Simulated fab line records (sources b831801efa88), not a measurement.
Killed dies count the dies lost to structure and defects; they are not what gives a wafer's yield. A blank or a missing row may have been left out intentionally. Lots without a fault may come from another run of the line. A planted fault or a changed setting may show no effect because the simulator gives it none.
Which tool was responsible? / flow gf180mcu / 6 lots with 18 wafers sampled at 3 steps, on a route of 602 steps

## WHAT THE GAUGES SHOWED, per wafer
GF_HV_LDD_TW_MEAS_50.
lot=L247; measured=day 12 18:55; on=film_metro-01; HV_LDD_4_TW=561 563 563
lot=L249; measured=day 13 09:02; on=film_metro-04; HV_LDD_4_TW=570 569 571
lot=L253; measured=day 14 13:37; on=film_metro-01; HV_LDD_4_TW=602 601 601
lot=L260; measured=day 17 10:08; on=film_metro-03; HV_LDD_4_TW=567 568 567
lot=L263; measured=day 18 02:31; on=film_metro-01; HV_LDD_4_TW=566 565 567
lot=L266; measured=day 19 03:53; on=film_metro-03; HV_LDD_4_TW=566 574 571

## EACH LOT AND THE TOOL THAT RAN IT (in order: tool; ch and the chambers of the sampled wafers; start)
lot=L247; GF_HV_LDD_STRIP_22=plasma_asher-04 ch 0,1, day 11 04:20; GF_HV_LDD_IMPLANT_48=implanter-01 ch 0, day 12 18:41
lot=L249; GF_HV_LDD_STRIP_22=plasma_asher-03 ch 0,1, day 11 16:43; GF_HV_LDD_IMPLANT_48=implanter-01 ch 0, day 13 08:48
lot=L253; GF_HV_LDD_STRIP_22=plasma_asher-04 ch 0,1, day 12 19:41; GF_HV_LDD_IMPLANT_48=implanter-01 ch 0, day 14 13:22
lot=L260; GF_HV_LDD_STRIP_22=plasma_asher-03 ch 0,1, day 15 04:37; GF_HV_LDD_IMPLANT_48=implanter-01 ch 0, day 17 09:54
lot=L263; GF_HV_LDD_STRIP_22=plasma_asher-03 ch 0,1, day 16 03:27; GF_HV_LDD_IMPLANT_48=implanter-01 ch 0, day 18 02:16
lot=L266; GF_HV_LDD_STRIP_22=plasma_asher-04 ch 1, day 17 02:50; GF_HV_LDD_IMPLANT_48=implanter-02 ch 0, day 19 03:38
- GF_HV_LDD_STRIP_22: strips in O2/N2.
- GF_HV_LDD_IMPLANT_48

## THE ANSWER, worked out from the rows above alone
Rule: what is usual is taken from the lots themselves. Put in order of their means at a reading, lots are off if they are a third of the lots or fewer, leave a main group of 4 or more, and stand apart from it by a gap of 3 or more times the standard deviation of the main group's means; of several such gaps the widest counts. The tables above print the reading to a certain number of digits; a main group whose means all agree to those digits is not used. Also off: a lot with no number at a reading for which 4 or more lots have one. Where the step has rows for the other lots, those lots are counted as sound.
Off: at GF_HV_LDD_TW_MEAS_50 (HV_LDD_4_TW), L253. Mean 567 and standard deviation 2.9 in the main group.
A tool fits if, at a process step before that reading, it ran every lot that is off, and no sound lot after the first of them. Gauges at GF_HV_LDD_TW_MEAS_50: tried the same way as those tools. No candidate that was tried fits.

## WHAT THE SIMULATOR HAD INSERTED
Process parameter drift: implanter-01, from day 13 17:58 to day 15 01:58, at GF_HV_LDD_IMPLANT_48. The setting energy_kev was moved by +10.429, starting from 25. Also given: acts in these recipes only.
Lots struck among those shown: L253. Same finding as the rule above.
